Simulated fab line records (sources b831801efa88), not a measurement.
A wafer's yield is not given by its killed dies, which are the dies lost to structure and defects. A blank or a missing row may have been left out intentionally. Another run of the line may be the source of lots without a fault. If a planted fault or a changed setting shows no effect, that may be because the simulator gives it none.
A sampling plan put to the test / flow sky130 / 51 faults told of in these records, all on one fab line, each judged by the records of the lots it struck
Plan = the line's own looks (route steps where a gauge or an inspection reads the wafer without altering it). Where struck wafers have a number at a look and the file lists that look's usual mean and standard deviation on fault-free wafers, the look can be judged. Caught: at a look after the fault's first step, the mean of the struck wafers lies 4 or more of those standard deviations (sigma) from the usual mean. On the tool: here the same test is run on the tool's own readings at the fault's steps. Also counted as caught: the struck wafers showing another recipe, or a record that is empty for them alone.

## THE FAULTS, as the simulator had put them in
1. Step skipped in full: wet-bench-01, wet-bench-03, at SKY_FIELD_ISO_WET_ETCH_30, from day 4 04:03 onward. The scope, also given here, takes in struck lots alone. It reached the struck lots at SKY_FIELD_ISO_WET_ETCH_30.
2. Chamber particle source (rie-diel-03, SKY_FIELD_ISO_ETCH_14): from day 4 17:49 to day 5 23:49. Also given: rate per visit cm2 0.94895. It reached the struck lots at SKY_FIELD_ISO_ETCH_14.
3. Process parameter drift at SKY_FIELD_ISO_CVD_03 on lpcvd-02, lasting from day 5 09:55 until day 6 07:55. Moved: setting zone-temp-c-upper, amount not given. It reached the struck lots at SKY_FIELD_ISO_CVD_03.
4. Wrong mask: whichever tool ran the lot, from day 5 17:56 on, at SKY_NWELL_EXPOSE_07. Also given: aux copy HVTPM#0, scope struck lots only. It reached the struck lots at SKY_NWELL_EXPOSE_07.
5. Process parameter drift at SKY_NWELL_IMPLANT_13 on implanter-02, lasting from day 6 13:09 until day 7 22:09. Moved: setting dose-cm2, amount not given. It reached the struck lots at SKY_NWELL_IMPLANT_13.
6. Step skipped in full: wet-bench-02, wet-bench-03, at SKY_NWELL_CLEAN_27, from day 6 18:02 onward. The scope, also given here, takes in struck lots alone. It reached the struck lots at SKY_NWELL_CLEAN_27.
7. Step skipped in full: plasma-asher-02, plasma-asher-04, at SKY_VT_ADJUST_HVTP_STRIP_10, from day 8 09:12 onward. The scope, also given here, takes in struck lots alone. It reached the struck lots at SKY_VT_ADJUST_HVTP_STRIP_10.
8. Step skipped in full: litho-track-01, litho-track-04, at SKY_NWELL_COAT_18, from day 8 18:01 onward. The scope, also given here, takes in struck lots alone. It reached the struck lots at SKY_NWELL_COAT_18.
9. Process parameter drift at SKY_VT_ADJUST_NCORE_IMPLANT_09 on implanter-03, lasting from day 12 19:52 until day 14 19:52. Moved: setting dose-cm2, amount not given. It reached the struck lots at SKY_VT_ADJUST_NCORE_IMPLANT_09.
10. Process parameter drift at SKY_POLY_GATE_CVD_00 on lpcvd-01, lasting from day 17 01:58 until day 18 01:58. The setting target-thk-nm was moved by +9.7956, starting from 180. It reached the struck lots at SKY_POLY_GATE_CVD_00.
11. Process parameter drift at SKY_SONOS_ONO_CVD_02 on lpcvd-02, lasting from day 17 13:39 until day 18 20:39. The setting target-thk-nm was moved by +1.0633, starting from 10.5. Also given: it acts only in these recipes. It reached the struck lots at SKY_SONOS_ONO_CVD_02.
12. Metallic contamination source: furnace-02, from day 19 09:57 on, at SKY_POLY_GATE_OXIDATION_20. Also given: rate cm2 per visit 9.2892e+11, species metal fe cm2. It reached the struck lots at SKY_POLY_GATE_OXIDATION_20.
13. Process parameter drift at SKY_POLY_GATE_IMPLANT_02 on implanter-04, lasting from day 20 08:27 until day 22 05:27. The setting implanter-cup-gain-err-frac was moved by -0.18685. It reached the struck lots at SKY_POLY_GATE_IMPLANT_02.
14. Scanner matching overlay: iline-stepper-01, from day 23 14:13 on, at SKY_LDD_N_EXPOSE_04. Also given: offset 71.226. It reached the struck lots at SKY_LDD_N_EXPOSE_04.
15. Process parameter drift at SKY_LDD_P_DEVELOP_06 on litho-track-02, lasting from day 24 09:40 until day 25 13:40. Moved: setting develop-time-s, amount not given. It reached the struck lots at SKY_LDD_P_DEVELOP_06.
16. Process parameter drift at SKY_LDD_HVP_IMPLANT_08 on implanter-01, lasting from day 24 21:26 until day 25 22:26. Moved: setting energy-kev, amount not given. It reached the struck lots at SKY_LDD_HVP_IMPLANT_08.
17. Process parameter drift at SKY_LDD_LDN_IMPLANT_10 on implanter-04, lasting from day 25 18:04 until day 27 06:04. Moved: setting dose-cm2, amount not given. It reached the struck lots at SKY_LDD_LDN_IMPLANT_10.
18. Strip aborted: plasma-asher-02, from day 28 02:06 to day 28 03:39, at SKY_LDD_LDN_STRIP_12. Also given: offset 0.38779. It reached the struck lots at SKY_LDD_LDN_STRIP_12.
19. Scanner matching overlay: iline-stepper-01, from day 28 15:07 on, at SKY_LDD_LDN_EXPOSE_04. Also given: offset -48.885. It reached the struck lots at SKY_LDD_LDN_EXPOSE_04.
20. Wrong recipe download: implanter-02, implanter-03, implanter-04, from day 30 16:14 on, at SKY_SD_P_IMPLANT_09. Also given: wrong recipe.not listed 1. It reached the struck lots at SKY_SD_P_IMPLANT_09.
21. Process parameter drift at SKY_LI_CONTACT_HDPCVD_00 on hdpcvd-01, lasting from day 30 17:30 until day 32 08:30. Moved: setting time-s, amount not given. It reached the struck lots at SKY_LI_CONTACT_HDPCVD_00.
22. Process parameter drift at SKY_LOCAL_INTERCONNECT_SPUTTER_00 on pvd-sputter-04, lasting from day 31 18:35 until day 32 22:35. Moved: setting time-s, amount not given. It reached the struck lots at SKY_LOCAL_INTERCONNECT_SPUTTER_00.
23. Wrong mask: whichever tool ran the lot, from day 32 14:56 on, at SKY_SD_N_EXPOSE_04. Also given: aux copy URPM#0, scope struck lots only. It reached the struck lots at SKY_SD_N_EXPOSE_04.
24. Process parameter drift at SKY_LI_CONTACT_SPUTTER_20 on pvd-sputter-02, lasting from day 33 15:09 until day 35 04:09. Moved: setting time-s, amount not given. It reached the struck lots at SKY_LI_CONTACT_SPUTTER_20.
25. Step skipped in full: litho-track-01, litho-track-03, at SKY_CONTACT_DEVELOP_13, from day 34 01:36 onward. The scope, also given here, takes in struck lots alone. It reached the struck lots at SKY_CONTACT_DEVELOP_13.
26. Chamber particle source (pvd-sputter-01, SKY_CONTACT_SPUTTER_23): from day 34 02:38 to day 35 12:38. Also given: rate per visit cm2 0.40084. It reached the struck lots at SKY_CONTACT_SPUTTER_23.
27. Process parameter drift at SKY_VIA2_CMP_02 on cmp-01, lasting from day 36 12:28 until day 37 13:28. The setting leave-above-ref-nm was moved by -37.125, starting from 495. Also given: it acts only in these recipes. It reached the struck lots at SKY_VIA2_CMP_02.
28. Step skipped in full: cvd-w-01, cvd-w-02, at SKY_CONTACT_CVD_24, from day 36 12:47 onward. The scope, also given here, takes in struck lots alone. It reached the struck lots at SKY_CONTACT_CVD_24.
29. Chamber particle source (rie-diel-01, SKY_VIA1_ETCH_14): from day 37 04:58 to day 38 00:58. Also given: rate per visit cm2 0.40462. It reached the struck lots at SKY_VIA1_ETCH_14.
30. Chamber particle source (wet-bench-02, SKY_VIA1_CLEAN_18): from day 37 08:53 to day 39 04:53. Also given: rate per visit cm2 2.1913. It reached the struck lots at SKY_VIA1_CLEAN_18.
31. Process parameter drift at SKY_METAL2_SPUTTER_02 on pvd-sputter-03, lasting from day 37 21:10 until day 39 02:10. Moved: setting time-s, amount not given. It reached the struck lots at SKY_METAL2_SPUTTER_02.
32. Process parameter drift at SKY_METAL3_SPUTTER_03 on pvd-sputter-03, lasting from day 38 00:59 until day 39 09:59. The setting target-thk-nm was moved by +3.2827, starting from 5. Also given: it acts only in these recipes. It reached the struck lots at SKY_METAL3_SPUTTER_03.
33. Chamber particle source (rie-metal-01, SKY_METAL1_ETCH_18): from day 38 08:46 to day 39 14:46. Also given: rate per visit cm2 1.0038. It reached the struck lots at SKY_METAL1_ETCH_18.
34. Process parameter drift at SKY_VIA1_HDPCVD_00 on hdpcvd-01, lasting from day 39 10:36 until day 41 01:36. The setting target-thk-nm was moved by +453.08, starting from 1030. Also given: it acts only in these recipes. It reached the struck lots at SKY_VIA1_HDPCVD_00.
35. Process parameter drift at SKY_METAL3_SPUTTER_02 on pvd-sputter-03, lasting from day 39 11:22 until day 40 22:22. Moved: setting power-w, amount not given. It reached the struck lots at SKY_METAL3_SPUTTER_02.
36. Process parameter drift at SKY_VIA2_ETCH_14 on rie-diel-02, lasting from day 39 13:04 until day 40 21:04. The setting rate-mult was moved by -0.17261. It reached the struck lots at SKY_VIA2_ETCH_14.
37. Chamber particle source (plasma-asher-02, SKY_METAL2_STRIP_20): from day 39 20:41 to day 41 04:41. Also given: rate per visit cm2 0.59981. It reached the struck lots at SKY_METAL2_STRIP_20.
38. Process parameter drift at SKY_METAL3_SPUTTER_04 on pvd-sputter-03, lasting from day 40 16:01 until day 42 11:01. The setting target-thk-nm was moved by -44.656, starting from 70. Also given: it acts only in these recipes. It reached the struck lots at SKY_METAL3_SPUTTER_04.
39. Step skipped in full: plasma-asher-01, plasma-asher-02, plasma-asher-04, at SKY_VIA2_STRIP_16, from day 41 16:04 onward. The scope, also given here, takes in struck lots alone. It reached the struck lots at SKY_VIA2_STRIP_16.
40. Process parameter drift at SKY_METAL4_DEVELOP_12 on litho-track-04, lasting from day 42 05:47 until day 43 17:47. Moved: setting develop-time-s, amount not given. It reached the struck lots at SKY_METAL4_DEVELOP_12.
41. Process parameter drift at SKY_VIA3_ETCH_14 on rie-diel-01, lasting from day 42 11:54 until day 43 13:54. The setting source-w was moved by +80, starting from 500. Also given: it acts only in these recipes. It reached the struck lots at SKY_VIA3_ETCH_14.
42. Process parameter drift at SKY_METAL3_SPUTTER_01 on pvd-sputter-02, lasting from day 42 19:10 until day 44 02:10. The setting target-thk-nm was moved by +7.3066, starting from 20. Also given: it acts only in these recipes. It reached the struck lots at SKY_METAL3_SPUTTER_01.
43. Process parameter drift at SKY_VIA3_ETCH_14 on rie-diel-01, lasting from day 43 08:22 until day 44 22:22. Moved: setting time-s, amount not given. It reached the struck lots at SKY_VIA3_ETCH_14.
44. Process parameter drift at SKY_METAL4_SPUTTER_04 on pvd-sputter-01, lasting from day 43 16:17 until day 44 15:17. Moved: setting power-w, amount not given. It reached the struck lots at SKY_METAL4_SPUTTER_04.
45. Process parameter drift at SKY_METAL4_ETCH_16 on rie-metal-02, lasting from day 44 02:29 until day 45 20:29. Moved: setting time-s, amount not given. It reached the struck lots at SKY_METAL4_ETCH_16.
46. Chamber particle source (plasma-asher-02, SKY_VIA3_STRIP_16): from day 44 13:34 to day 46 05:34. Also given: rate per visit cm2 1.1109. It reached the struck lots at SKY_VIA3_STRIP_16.
47. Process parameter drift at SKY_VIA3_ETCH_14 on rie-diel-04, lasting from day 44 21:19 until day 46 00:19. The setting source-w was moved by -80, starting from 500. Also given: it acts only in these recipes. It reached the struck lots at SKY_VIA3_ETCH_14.
48. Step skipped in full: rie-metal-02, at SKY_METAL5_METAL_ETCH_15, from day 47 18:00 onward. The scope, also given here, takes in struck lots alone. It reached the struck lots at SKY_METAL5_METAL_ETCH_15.
49. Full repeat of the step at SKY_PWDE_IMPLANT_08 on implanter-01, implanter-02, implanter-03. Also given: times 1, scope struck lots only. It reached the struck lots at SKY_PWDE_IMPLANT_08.
50. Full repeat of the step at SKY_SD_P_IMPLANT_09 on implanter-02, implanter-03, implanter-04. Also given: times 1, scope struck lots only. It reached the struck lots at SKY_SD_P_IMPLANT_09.
51. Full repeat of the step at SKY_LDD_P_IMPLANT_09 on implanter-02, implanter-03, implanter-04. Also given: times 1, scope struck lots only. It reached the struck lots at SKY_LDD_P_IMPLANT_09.

## WHAT THE PLAN SAW
fault=1; on the tool itself=no reading that can be judged; first look that catches it=no look after it can be judged; reading, sigma=-; median hours from its first step to that look=-; hours from the fault's start to the first struck lot there=-; judged looks passed uncaught=0
fault=2; on the tool itself=under 2 sigma; first look that catches it=not the one look that can be judged after it; reading, sigma=-; median hours from its first step to that look=-; hours from the fault's start to the first struck lot there=-; judged looks passed uncaught=1
fault=3; on the tool itself=spike-tc-upper-C -63 sigma; first look that catches it=SKY_FIELD_ISO_THK_MEAS_04; reading, sigma=FIELD_ISO_CVD_03_THK -9.2; median hours from its first step to that look=1.8; hours from the fault's start to the first struck lot there=4; judged looks passed uncaught=0
fault=4; on the tool itself=no reading that can be judged; first look that catches it=SKY_NWELL_TW_MEAS_15; reading, sigma=NWELL_TW -90; median hours from its first step to that look=9.2; hours from the fault's start to the first struck lot there=13; judged looks passed uncaught=0
fault=5; on the tool itself=dose-ions-cm2 +99 or beyond sigma; first look that catches it=SKY_NWELL_RS_MEAS_29; reading, sigma=NWELL_RS -4.8; median hours from its first step to that look=20.9; hours from the fault's start to the first struck lot there=28; judged looks passed uncaught=0
fault=6; on the tool itself=no reading that can be judged; first look that catches it=no look after it can be judged; reading, sigma=-; median hours from its first step to that look=-; hours from the fault's start to the first struck lot there=-; judged looks passed uncaught=0
fault=7; on the tool itself=the tool's record is blank for the struck wafers; first look that catches it=SKY_VT_ADJUST_LVTN_TW_MEAS_10; reading, sigma=VT_ADJUST_LVTN_TW -99 or beyond; median hours from its first step to that look=20.9; hours from the fault's start to the first struck lot there=25; judged looks passed uncaught=0
fault=8; on the tool itself=the tool's record is blank for the struck wafers; first look that catches it=not the one look that can be judged after it; reading, sigma=-; median hours from its first step to that look=-; hours from the fault's start to the first struck lot there=-; judged looks passed uncaught=1
fault=9; on the tool itself=dose-ions-cm2 -99 or beyond sigma; first look that catches it=SKY_VT_ADJUST_NCORE_TW_MEAS_11; reading, sigma=VT_ADJUST_NCORE_TW -25; median hours from its first step to that look=0.2; hours from the fault's start to the first struck lot there=12; judged looks passed uncaught=0
fault=10; on the tool itself=under 2 sigma; first look that catches it=SKY_POLY_GATE_THK_MEAS_01; reading, sigma=POLY_GATE_CVD_00_THK +7.2; median hours from its first step to that look=1.2; hours from the fault's start to the first struck lot there=5; judged looks passed uncaught=0
fault=11; on the tool itself=under 2 sigma; first look that catches it=SKY_SONOS_ONO_THK_MEAS_03; reading, sigma=SONOS_ONO_CVD_02_THK +7.3; median hours from its first step to that look=1.1; hours from the fault's start to the first struck lot there=4; judged looks passed uncaught=0
fault=12; on the tool itself=under 2 sigma; first look that catches it=none of the 6 looks that can be judged after it; reading, sigma=-; median hours from its first step to that look=-; hours from the fault's start to the first struck lot there=-; judged looks passed uncaught=6
fault=13; on the tool itself=no reading that can be judged; first look that catches it=no look after it can be judged; reading, sigma=-; median hours from its first step to that look=-; hours from the fault's start to the first struck lot there=-; judged looks passed uncaught=0
fault=14; on the tool itself=no reading that can be judged; first look that catches it=SKY_LDD_N_OVL_MEAS_07; reading, sigma=LDD_N_OVL +54; median hours from its first step to that look=15.1; hours from the fault's start to the first struck lot there=30; judged looks passed uncaught=0
fault=15; on the tool itself=no reading that can be judged; first look that catches it=SKY_LDD_P_CD_MEAS_07; reading, sigma=cd-nm +13; median hours from its first step to that look=0.1; hours from the fault's start to the first struck lot there=2; judged looks passed uncaught=0
fault=16; on the tool itself=beam-energy-keV +99 or beyond sigma; first look that catches it=not the one look that can be judged after it; reading, sigma=strongest: LDD_HVP_TW at SKY_LDD_HVP_TW_MEAS_10, +3.8; median hours from its first step to that look=-; hours from the fault's start to the first struck lot there=-; judged looks passed uncaught=1
fault=17; on the tool itself=dose-ions-cm2 -99 or beyond sigma; first look that catches it=no look after it can be judged; reading, sigma=-; median hours from its first step to that look=-; hours from the fault's start to the first struck lot there=-; judged looks passed uncaught=0
fault=18; on the tool itself=oes-product-au +50 sigma; first look that catches it=no look after it can be judged; reading, sigma=-; median hours from its first step to that look=-; hours from the fault's start to the first struck lot there=-; judged looks passed uncaught=0
fault=19; on the tool itself=no reading that can be judged; first look that catches it=SKY_LDD_LDN_OVL_MEAS_07; reading, sigma=LDD_LDN_OVL -36; median hours from its first step to that look=13.3; hours from the fault's start to the first struck lot there=21; judged looks passed uncaught=0
fault=20; on the tool itself=under 2 sigma; first look that catches it=SKY_SD_P_TW_MEAS_11; reading, sigma=SD_P_TW -18; median hours from its first step to that look=0.2; hours from the fault's start to the first struck lot there=3; judged looks passed uncaught=0
fault=21; on the tool itself=run-length-s -85 sigma; first look that catches it=SKY_LI_CONTACT_THK_MEAS_01; reading, sigma=LI_CONTACT_HDPCVD_THK -20; median hours from its first step to that look=0.1; hours from the fault's start to the first struck lot there=2; judged looks passed uncaught=0
fault=22; on the tool itself=under 2 sigma; first look that catches it=SKY_LOCAL_INTERCONNECT_RS_MEAS_01; reading, sigma=LOCAL_INTERCONNECT_TIN_RS +11; median hours from its first step to that look=0.1; hours from the fault's start to the first struck lot there=2; judged looks passed uncaught=0
fault=23; on the tool itself=under 2 sigma; first look that catches it=SKY_SD_N_TW_MEAS_12; reading, sigma=SD_N_TW -78; median hours from its first step to that look=14.1; hours from the fault's start to the first struck lot there=16; judged looks passed uncaught=0
fault=24; on the tool itself=under 2 sigma; first look that catches it=no look after it can be judged; reading, sigma=-; median hours from its first step to that look=-; hours from the fault's start to the first struck lot there=-; judged looks passed uncaught=0
fault=25; on the tool itself=no reading that can be judged; first look that catches it=no look after it can be judged; reading, sigma=-; median hours from its first step to that look=-; hours from the fault's start to the first struck lot there=-; judged looks passed uncaught=0
fault=26; on the tool itself=under 2 sigma; first look that catches it=none of the 2 looks that can be judged after it; reading, sigma=-; median hours from its first step to that look=-; hours from the fault's start to the first struck lot there=-; judged looks passed uncaught=2
fault=27; on the tool itself=under 2 sigma; first look that catches it=not the one look that can be judged after it; reading, sigma=-; median hours from its first step to that look=-; hours from the fault's start to the first struck lot there=-; judged looks passed uncaught=1
fault=28; on the tool itself=the tool's record is blank for the struck wafers; first look that catches it=SKY_CONTACT_RS_MEAS_25; reading, sigma=CONTACT_W_RS +99 or beyond; median hours from its first step to that look=0.1; hours from the fault's start to the first struck lot there=3; judged looks passed uncaught=0
fault=29; on the tool itself=under 2 sigma; first look that catches it=not the one look that can be judged after it; reading, sigma=-; median hours from its first step to that look=-; hours from the fault's start to the first struck lot there=-; judged looks passed uncaught=1
fault=30; on the tool itself=no reading that can be judged; first look that catches it=none of the 2 looks that can be judged after it; reading, sigma=-; median hours from its first step to that look=-; hours from the fault's start to the first struck lot there=-; judged looks passed uncaught=2
fault=31; on the tool itself=under 2 sigma; first look that catches it=SKY_METAL2_RS_MEAS_05; reading, sigma=METAL2_ALCU_RS -18; median hours from its first step to that look=0.1; hours from the fault's start to the first struck lot there=1; judged looks passed uncaught=0
fault=32; on the tool itself=under 2 sigma; first look that catches it=no look after it can be judged; reading, sigma=-; median hours from its first step to that look=-; hours from the fault's start to the first struck lot there=-; judged looks passed uncaught=0
fault=33; on the tool itself=under 2 sigma; first look that catches it=not the one look that can be judged after it; reading, sigma=-; median hours from its first step to that look=-; hours from the fault's start to the first struck lot there=-; judged looks passed uncaught=1
fault=34; on the tool itself=no reading that can be judged; first look that catches it=SKY_VIA1_THK_MEAS_01; reading, sigma=VIA1_HDPCVD_THK +34; median hours from its first step to that look=0.1; hours from the fault's start to the first struck lot there=19; judged looks passed uncaught=0
fault=35; on the tool itself=cathode-dc-power-W -99 or beyond sigma; first look that catches it=not the one look that can be judged after it; reading, sigma=-; median hours from its first step to that look=-; hours from the fault's start to the first struck lot there=-; judged looks passed uncaught=1
fault=36; on the tool itself=under 2 sigma; first look that catches it=no look after it can be judged; reading, sigma=-; median hours from its first step to that look=-; hours from the fault's start to the first struck lot there=-; judged looks passed uncaught=0
fault=37; on the tool itself=under 2 sigma; first look that catches it=none of the 6 looks that can be judged after it; reading, sigma=-; median hours from its first step to that look=-; hours from the fault's start to the first struck lot there=-; judged looks passed uncaught=6
fault=38; on the tool itself=under 2 sigma; first look that catches it=not the one look that can be judged after it; reading, sigma=-; median hours from its first step to that look=-; hours from the fault's start to the first struck lot there=-; judged looks passed uncaught=1
fault=39; on the tool itself=the tool's record is blank for the struck wafers; first look that catches it=no look after it can be judged; reading, sigma=-; median hours from its first step to that look=-; hours from the fault's start to the first struck lot there=-; judged looks passed uncaught=0
fault=40; on the tool itself=no reading that can be judged; first look that catches it=none of the 2 looks that can be judged after it; reading, sigma=-; median hours from its first step to that look=-; hours from the fault's start to the first struck lot there=-; judged looks passed uncaught=2
fault=41; on the tool itself=rf-fwd-power-W +36 sigma; first look that catches it=no look after it can be judged; reading, sigma=-; median hours from its first step to that look=-; hours from the fault's start to the first struck lot there=-; judged looks passed uncaught=0
fault=42; on the tool itself=under 2 sigma; first look that catches it=no look after it can be judged; reading, sigma=-; median hours from its first step to that look=-; hours from the fault's start to the first struck lot there=-; judged looks passed uncaught=0
fault=43; on the tool itself=oes-product-au +19 sigma; first look that catches it=no look after it can be judged; reading, sigma=-; median hours from its first step to that look=-; hours from the fault's start to the first struck lot there=-; judged looks passed uncaught=0
fault=44; on the tool itself=cathode-dc-power-W -99 or beyond sigma; first look that catches it=no look after it can be judged; reading, sigma=-; median hours from its first step to that look=-; hours from the fault's start to the first struck lot there=-; judged looks passed uncaught=0
fault=45; on the tool itself=run-length-s +56 sigma; first look that catches it=no look after it can be judged; reading, sigma=-; median hours from its first step to that look=-; hours from the fault's start to the first struck lot there=-; judged looks passed uncaught=0
fault=46; on the tool itself=under 2 sigma; first look that catches it=not the one look that can be judged after it; reading, sigma=-; median hours from its first step to that look=-; hours from the fault's start to the first struck lot there=-; judged looks passed uncaught=1
fault=47; on the tool itself=rf-fwd-power-W -37 sigma; first look that catches it=no look after it can be judged; reading, sigma=-; median hours from its first step to that look=-; hours from the fault's start to the first struck lot there=-; judged looks passed uncaught=0
fault=48; on the tool itself=the tool's record is blank for the struck wafers; first look that catches it=no look after it can be judged; reading, sigma=-; median hours from its first step to that look=-; hours from the fault's start to the first struck lot there=-; judged looks passed uncaught=0
fault=49; on the tool itself=no reading that can be judged; first look that catches it=SKY_PWDE_TW_MEAS_10; reading, sigma=PWDE_TW +18; median hours from its first step to that look=0.5; hours from the fault's start to the first struck lot there=-; judged looks passed uncaught=0
fault=50; on the tool itself=no reading that can be judged; first look that catches it=SKY_SD_P_TW_MEAS_11; reading, sigma=SD_P_TW +7.6; median hours from its first step to that look=0.6; hours from the fault's start to the first struck lot there=-; judged looks passed uncaught=0
fault=51; on the tool itself=no reading that can be judged; first look that catches it=SKY_LDD_P_TW_MEAS_11; reading, sigma=LDD_P_TW +18; median hours from its first step to that look=0.6; hours from the fault's start to the first struck lot there=-; judged looks passed uncaught=0
A dash: the fault isn't caught, or these records don't give the number.

Caught at a look: 20 of 51. Caught on the tool: 18 of 51. By one or the other: 32 of 51.
Faults caught by the tool alone: 8, 16, 17, 18, 35, 39, 41, 43, 44, 45, 47, 48.
Caught at a look alone: faults 4, 10, 11, 14, 15, 19, 20, 22, 23, 31, 34, 49, 50, 51.
Caught by neither: faults 1, 2, 6, 12, 13, 24, 25, 26, 27, 29, 30, 32, 33, 36, 37, 38, 40, 42, 46.

## THINNER SAMPLING
If the look that catches a fault measured only every second or every third lot, by lot number, the first struck lot would be measured this late in the worst case:
fault=3; struck lots at that look, in order of time=L192, L193; every lot=4 h; every second lot=9 h; every third lot=may miss all 2
fault=4; struck lots at that look, in order of time=L742; every lot=13 h; every second lot=may miss it; every third lot=may miss it
fault=5; struck lots at that look, in order of time=L828, L829; every lot=28 h; every second lot=35 h; every third lot=may miss all 2
fault=7; struck lots at that look, in order of time=L482, L483, L484; every lot=25 h; every second lot=33 h; every third lot=35 h
fault=9; struck lots at that look, in order of time=L278, L281; every lot=12 h; every second lot=33 h; every third lot=may miss all 2
fault=10; struck lots at that look, in order of time=L179, L180, L181; every lot=5 h; every second lot=23 h; every third lot=23 h
fault=11; struck lots at that look, in order of time=L733, L734, L735; every lot=4 h; every second lot=14 h; every third lot=19 h
fault=14; struck lots at that look, in order of time=L731, L732; every lot=30 h; every second lot=37 h; every third lot=may miss all 2
fault=15; struck lots at that look, in order of time=L214, L215; every lot=2 h; every second lot=12 h; every third lot=may miss all 2
fault=19; struck lots at that look, in order of time=L250, L251, L252; every lot=21 h; every second lot=24 h; every third lot=33 h
fault=20; struck lots at that look, in order of time=L192, L193, L194, L195; every lot=3 h; every second lot=8 h; every third lot=17 h
fault=21; struck lots at that look, in order of time=L603, L607; every lot=2 h; every second lot=may miss all 2; every third lot=may miss all 2
fault=22; struck lots at that look, in order of time=L188, L189; every lot=2 h; every second lot=7 h; every third lot=may miss all 2
fault=23; struck lots at that look, in order of time=L662; every lot=16 h; every second lot=may miss it; every third lot=may miss it
fault=28; struck lots at that look, in order of time=L718, L719, L720; every lot=3 h; every second lot=8 h; every third lot=14 h
fault=31; struck lots at that look, in order of time=L515, L516; every lot=1 h; every second lot=8 h; every third lot=may miss all 2
fault=34; struck lots at that look, in order of time=L171, L172; every lot=19 h; every second lot=20 h; every third lot=may miss all 2
Hours are from the fault's start to the first struck lot that is measured. 4 sigma limit: tested on the pooled struck wafers, so a lone lot may be under it. Other struck lots may not be in these records.

## THE LONGEST TIMED WAY FROM STEP TO LOOK
Fault 7: the median time between SKY_VT_ADJUST_HVTP_STRIP_10 and SKY_VT_ADJUST_LVTN_TW_MEAS_10 is 20.9 hours. No look between them can be judged.
